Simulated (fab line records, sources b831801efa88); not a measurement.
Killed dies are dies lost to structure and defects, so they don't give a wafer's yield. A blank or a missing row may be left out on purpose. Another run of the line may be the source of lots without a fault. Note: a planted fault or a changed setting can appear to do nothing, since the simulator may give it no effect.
fab line records + flow gf180mcu
record
- lots=14
- wafers=42
- lastDay=34
route steps=602 shown M4@462 V4@497 M5@531 V5@562
lots that met no fault: from a run of the same line without faults
startH: the number of hours between the record's first day and the start of the first shown wafer of the lot + waitH: hours since the lot's step before + " as in the row above + L1.1+2: one row covering several wafers at once + - no value, or no start given + * or withheld: withheld + < > ~ a bound
route shown NAME@n: a module of which the file shows steps, and the number in the route of the first + usual: mean and standard deviation over wafers with no fault + same: alike in all rows + chamber/n: place in a boat + sites: each site's reading + _std_site: the values' standard deviation + _edge_site: the outer-site mean with the inner-site mean subtracted + radiusMm: how far each site lies from the wafer's centre + mask NAME#n: copy n + behind: the most recent tool/chamber to have shaped the wafer + hold: cause of the lot's hold/its duration in hours/its outcome + device: whichever transistor did not switch (one of n, p or np) + end of line: at the end of the route, the tests of the same wafers + a step with no rows: only its recipe + killed: not the wafer's yield, but the dies lost to structure and defects at the first sort + map: a wafer's dies, marking killed ones x, the rest . and places with no die _
set.NAME: the run value of the setting; set.NAME@STEP: its run value at that earlier step + model.NAME: the simulator's own value behind a step, which no gauge read
one table for each step of the route and one row for each wafer, over a sample of lots
services: the hour from which a tool's chamber was out of use, counted from the record's first day as startH (under 0 if before that day), plus the number of hours and why
## steps
# step GF_M4_THK_MEAS_06
# recipe
- thkMeasGauge=xrf
- reads=AlCu_of_M4_SPUTTER_02
# usual
- M4_ALCU_THK=447/5.9
| lot.wafer | tool         | chamber | startH | waitH | M4_ALCU_THK[nm] |
|-----------|--------------|---------|--------|-------|-----------------|
| L550.1    | filmMetro-02 | -       | 529.27 | 0.1   | 444             |
| L550.2    | "            | -       | "      | "     | 452             |
| L550.5    | "            | -       | "      | "     | 444             |
| L548.1    | filmMetro-03 | -       | 531.57 | 0.1   | 443             |
| L548.3    | "            | -       | "      | "     | 436             |
| L548.6    | "            | -       | "      | "     | 439             |
| L547.1    | filmMetro-04 | -       | 535.43 | 0.1   | 447             |
| L547.4    | "            | -       | "      | "     | 449             |
| L547.5    | "            | -       | "      | "     | 448             |
| L554.1    | filmMetro-02 | -       | 556.94 | 0.1   | 448             |
| L554.3    | "            | -       | "      | "     | 450             |
| L554.4    | "            | -       | "      | "     | 439             |
| L555.1    | filmMetro-04 | -       | 560.01 | 0.1   | 446             |
| L555.2    | "            | -       | "      | "     | 460             |
| L555.6    | "            | -       | "      | "     | 456             |
| L560.1    | filmMetro-04 | -       | 602.54 | 0.1   | 464             |
| L560.3    | "            | -       | "      | "     | 447             |
| L560.5    | "            | -       | "      | "     | 463             |
| L562.2    | filmMetro-03 | -       | 627.41 | 0.1   | 444             |
| L562.3    | "            | -       | "      | "     | 446             |
| L562.4    | "            | -       | "      | "     | 438             |
| L563.1    | filmMetro-03 | -       | 628.59 | 0.1   | 449             |
| L563.4    | "            | -       | "      | "     | 453             |
| L563.5    | "            | -       | "      | "     | 451             |
| L564.3    | filmMetro-02 | -       | 634.97 | 0.1   | 442             |
| L564.4    | "            | -       | "      | "     | 446             |
| L564.5    | "            | -       | "      | "     | 451             |
| L565.1    | filmMetro-02 | -       | 649.73 | 0.1   | 458             |
| L565.2    | "            | -       | "      | "     | 459             |
| L565.4    | "            | -       | "      | "     | 459             |
| L566.1    | filmMetro-04 | -       | 652.53 | 0.1   | 441             |
| L566.3    | "            | -       | "      | "     | 440             |
| L566.6    | "            | -       | "      | "     | 437             |
| L567.1    | filmMetro-04 | -       | 664.05 | 0.1   | 452             |
| L567.5    | "            | -       | "      | "     | 444             |
| L567.6    | "            | -       | "      | "     | 444             |
| L568.2    | filmMetro-02 | -       | 669.35 | 0.1   | 449             |
| L568.3    | "            | -       | "      | "     | 445             |
| L568.4    | "            | -       | "      | "     | 449             |
| L569.3    | filmMetro-04 | -       | 680.54 | 0.1   | 452             |
| L569.4    | "            | -       | "      | "     | 456             |
| L569.5    | "            | -       | "      | "     | 455             |
# step GF_V4_SPUTTER_21
# recipe
- material=Ti
- targetThkNm=15
- chamberPressurePa=5
- powerW=2500
- substrateTempC=200
- timeS=80.02
# usual
- throttleValvePct=30.7/1.1
| lot.wafer | tool          | chamber | startH | waitH | throttleValvePct |
|-----------|---------------|---------|--------|-------|------------------|
| L550.1    | pvdSputter-03 | -       | 575.84 | 0.0   | 28.7             |
| L550.2    | "             | -       | "      | "     | 32.4             |
| L550.5    | "             | -       | "      | "     | 28.5             |
| L548.1    | pvdSputter-01 | -       | 578.24 | 0.0   | 31.3             |
| L548.3    | "             | -       | "      | "     | 31.7             |
| L548.6    | "             | -       | "      | "     | 31.5             |
| L547.1    | pvdSputter-01 | -       | 582.50 | 0.0   | 30.5             |
| L547.4    | "             | -       | "      | "     | 31.2             |
| L547.5    | "             | -       | "      | "     | 31.7             |
| L554.1    | pvdSputter-03 | -       | 603.28 | 0.0   | 32.1             |
| L554.3    | "             | -       | "      | "     | 31.3             |
| L554.4    | "             | -       | "      | "     | 32.4             |
| L555.1    | pvdSputter-03 | -       | 606.19 | 0.0   | 31.2             |
| L555.2    | "             | -       | "      | "     | 28.4             |
| L555.6    | "             | -       | "      | "     | 28.8             |
| L560.1    | pvdSputter-02 | -       | 649.08 | 0.0   | 30.7             |
| L560.3    | "             | -       | "      | "     | 29.7             |
| L560.5    | "             | -       | "      | "     | 30.7             |
| L562.2    | pvdSputter-01 | -       | 673.45 | 0.0   | 31.8             |
| L562.3    | "             | -       | "      | "     | 32.0             |
| L562.4    | "             | -       | "      | "     | 31.4             |
| L563.1    | pvdSputter-03 | -       | 673.99 | 0.0   | 30.8             |
| L563.4    | "             | -       | "      | "     | 31.3             |
| L563.5    | "             | -       | "      | "     | 32.1             |
| L564.3    | pvdSputter-03 | -       | 680.06 | 0.0   | 28.7             |
| L564.4    | "             | -       | "      | "     | 32.4             |
| L564.5    | "             | -       | "      | "     | 31.1             |
| L565.1    | pvdSputter-03 | -       | 692.54 | 0.0   | 28.7             |
| L565.2    | "             | -       | "      | "     | 30.6             |
| L565.4    | "             | -       | "      | "     | 31.4             |
| L566.1    | pvdSputter-02 | -       | 696.45 | 0.0   | 30.7             |
| L566.3    | "             | -       | "      | "     | 29.3             |
| L566.6    | "             | -       | "      | "     | 29.0             |
| L567.1    | pvdSputter-02 | -       | 706.81 | 0.0   | 30.6             |
| L567.5    | "             | -       | "      | "     | 30.8             |
| L567.6    | "             | -       | "      | "     | 30.2             |
| L568.2    | pvdSputter-02 | -       | 710.61 | 0.0   | 29.3             |
| L568.3    | "             | -       | "      | "     | 29.8             |
| L568.4    | "             | -       | "      | "     | 30.3             |
| L569.3    | pvdSputter-01 | -       | 720.36 | 0.0   | 31.7             |
| L569.4    | "             | -       | "      | "     | 31.8             |
| L569.5    | "             | -       | "      | "     | 30.8             |
# step GF_M5_PEB_05
# recipe
- pebTempC=135
- pebTimeS=90
- resist=KrF
# usual
- chillPlateTempC=22.99/0.097
- exhaustPa=45.0/0.82
| lot.wafer | tool          | chamber | startH | waitH | chillPlateTempC | exhaustPa |
|-----------|---------------|---------|--------|-------|-----------------|-----------|
| L550.1    | lithoTrack-02 | 0       | 619.98 | -     | 23.02           | 45.8      |
| L550.2    | "             | 0       | "      | "     | 22.90           | 45.7      |
| L550.5    | "             | 0       | "      | "     | 22.88           | 46.1      |
| L548.1    | lithoTrack-01 | 0       | 623.63 | -     | 23.00           | 45.6      |
| L548.3    | "             | 0       | "      | "     | 23.07           | 45.3      |
| L548.6    | "             | 0       | "      | "     | 23.07           | 45.4      |
| L547.1    | lithoTrack-01 | 0       | 628.13 | -     | 23.14           | 43.7      |
| L547.4    | "             | 0       | "      | "     | 23.00           | 44.8      |
| L547.5    | "             | 0       | "      | "     | 22.96           | 44.2      |
| L554.1    | lithoTrack-01 | -       | 648.48 | -     | -               | -         |
| L554.3    | "             | -       | "      | "     | -               | -         |
| L554.4    | "             | -       | "      | "     | -               | -         |
| L555.1    | lithoTrack-02 | -       | 651.38 | -     | -               | -         |
| L555.2    | "             | -       | "      | "     | -               | -         |
| L555.6    | "             | -       | "      | "     | -               | -         |
| L560.1    | lithoTrack-02 | 0       | 691.73 | -     | 22.91           | 44.5      |
| L560.3    | "             | 0       | "      | "     | 22.89           | 44.4      |
| L560.5    | "             | 0       | "      | "     | 22.83           | 44.3      |
| L562.2    | lithoTrack-01 | 0       | 712.96 | -     | 22.99           | 44.2      |
| L562.3    | "             | 0       | "      | "     | 22.98           | 44.7      |
| L562.4    | "             | 0       | "      | "     | 22.86           | 45.9      |
| L563.1    | lithoTrack-04 | 0       | 713.53 | -     | 23.01           | 44.4      |
| L563.4    | "             | 0       | "      | "     | 22.86           | 44.6      |
| L563.5    | "             | 0       | "      | "     | 22.97           | 44.5      |
| L564.3    | lithoTrack-04 | 0       | 717.80 | -     | 23.02           | 43.4      |
| L564.4    | "             | 0       | "      | "     | 23.02           | 44.2      |
| L564.5    | "             | 0       | "      | "     | 22.83           | 45.1      |
| L565.1    | lithoTrack-01 | 0       | 728.93 | -     | 23.06           | 45.9      |
| L565.2    | "             | 0       | "      | "     | 23.05           | 44.7      |
| L565.4    | "             | 0       | "      | "     | 22.99           | 43.9      |
| L566.1    | lithoTrack-01 | 0       | 732.98 | -     | 23.01           | 45.3      |
| L566.3    | "             | 0       | "      | "     | 23.13           | 44.5      |
| L566.6    | "             | 0       | "      | "     | 23.13           | 43.8      |
| L567.1    | lithoTrack-01 | 0       | 741.63 | -     | 23.02           | 45.5      |
| L567.5    | "             | 0       | "      | "     | 22.76           | 46.2      |
| L567.6    | "             | 0       | "      | "     | 22.83           | 45.8      |
| L568.2    | lithoTrack-01 | 0       | 744.51 | -     | 23.01           | 44.1      |
| L568.3    | "             | 0       | "      | "     | 23.07           | 44.3      |
| L568.4    | "             | 0       | "      | "     | 22.85           | 46.4      |
| L569.3    | lithoTrack-02 | 0       | 753.49 | -     | 23.07           | 44.7      |
| L569.4    | "             | 0       | "      | "     | 23.23           | 44.0      |
| L569.5    | "             | 0       | "      | "     | 23.07           | 45.4      |
# step GF_V5_SPUTTER_22
# recipe
- material=TiN
- targetThkNm=10
- chamberPressurePa=5
- powerW=4000
- timeS=40
# usual
- throttleValvePct=30.4/0.91
| lot.wafer | tool          | chamber | startH | waitH | throttleValvePct |
|-----------|---------------|---------|--------|-------|------------------|
| L550.1    | pvdSputter-04 | -       | 644.73 | 0.0   | 32.0             |
| L550.2    | "             | -       | "      | "     | 30.5             |
| L550.5    | "             | -       | "      | "     | 30.4             |
| L548.1    | pvdSputter-02 | -       | 648.46 | 0.0   | 30.8             |
| L548.3    | "             | -       | "      | "     | 29.7             |
| L548.6    | "             | -       | "      | "     | 28.9             |
| L547.1    | pvdSputter-02 | -       | 652.83 | 0.0   | 30.1             |
| L547.4    | "             | -       | "      | "     | 29.7             |
| L547.5    | "             | -       | "      | "     | 30.9             |
| L560.1    | pvdSputter-01 | -       | 713.18 | 0.0   | 31.8             |
| L560.3    | "             | -       | "      | "     | 31.5             |
| L560.5    | "             | -       | "      | "     | 31.6             |
| L562.2    | pvdSputter-02 | -       | 733.06 | 0.0   | 29.4             |
| L562.3    | "             | -       | "      | "     | 29.2             |
| L562.4    | "             | -       | "      | "     | 30.8             |
| L563.1    | pvdSputter-02 | -       | 733.62 | 0.0   | 30.2             |
| L563.4    | "             | -       | "      | "     | 30.7             |
| L563.5    | "             | -       | "      | "     | 29.2             |
| L564.3    | pvdSputter-02 | -       | 737.89 | 0.0   | 29.4             |
| L564.4    | "             | -       | "      | "     | 30.5             |
| L564.5    | "             | -       | "      | "     | 29.9             |
| L565.1    | pvdSputter-02 | -       | 748.24 | 0.0   | 30.7             |
| L565.2    | "             | -       | "      | "     | 29.5             |
| L565.4    | "             | -       | "      | "     | 30.2             |
| L566.1    | pvdSputter-01 | -       | 752.64 | 0.0   | 31.8             |
| L566.3    | "             | -       | "      | "     | 30.6             |
| L566.6    | "             | -       | "      | "     | 30.8             |
| L567.1    | pvdSputter-01 | -       | 760.63 | 0.0   | 31.5             |
| L567.5    | "             | -       | "      | "     | 31.6             |
| L567.6    | "             | -       | "      | "     | 31.1             |
| L568.2    | pvdSputter-02 | -       | 766.02 | 0.0   | 30.8             |
| L568.3    | "             | -       | "      | "     | 29.8             |
| L568.4    | "             | -       | "      | "     | 30.0             |
| L569.3    | pvdSputter-01 | -       | 772.76 | 0.0   | 31.5             |
| L569.4    | "             | -       | "      | "     | 31.2             |
| L569.5    | "             | -       | "      | "     | 31.6             |
## services
| tool          | chamber | startH | hours | kind                     |
|---------------|---------|--------|-------|--------------------------|
| pvdSputter-01 | -       | 553.46 | 6.0   | repair                   |
| pvdSputter-04 | -       | 562.26 | 9.9   | repair                   |
| lithoTrack-04 | -       | 571.09 | -     | consumableReplace:filter |
| pvdSputter-04 | -       | 636.29 | 0.5   | repair                   |
| pvdSputter-04 | -       | 719.95 | 3.8   | repair                   |
| pvdSputter-04 | -       | 734.20 | 1.8   | repair                   |
| pvdSputter-04 | -       | 747.71 | 2.1   | repair                   |
| pvdSputter-04 | -       | 756.59 | 9.6   | repair                   |
## key
firstSign
- step=GF_M5_PEB_05
- reading=toolRecord
- direction=missing
effect none on later readings
metAt GF_M5_PEB_05
struckLots L554,L555
laterRowsLeftOut L554.1,L554.3,L554.4,L555.1,L555.2,L555.6
sortLeftOut L554.1,L554.3,L554.4,L555.1,L555.2,L555.6
notActingAt GF_M4_THK_MEAS_06,GF_V4_SPUTTER_21,GF_V5_SPUTTER_22
onsetBetween 628.13 648.48
fault
- kind=skippedStepWhole
- tool=lithoTrack-01,lithoTrack-02
- chamber=-
- onsetH=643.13
- steps=GF_M5_PEB_05
- scope=struckLotsOnly
# sortLeftOut: the simulated sort isn't trusted on such a fault, so these wafers' sort isn't shown, and their yield isn't known
# laterRowsLeftOut: the simulator's readings of these wafers behind a module that went badly wrong aren't trusted and aren't shown, but for the sort
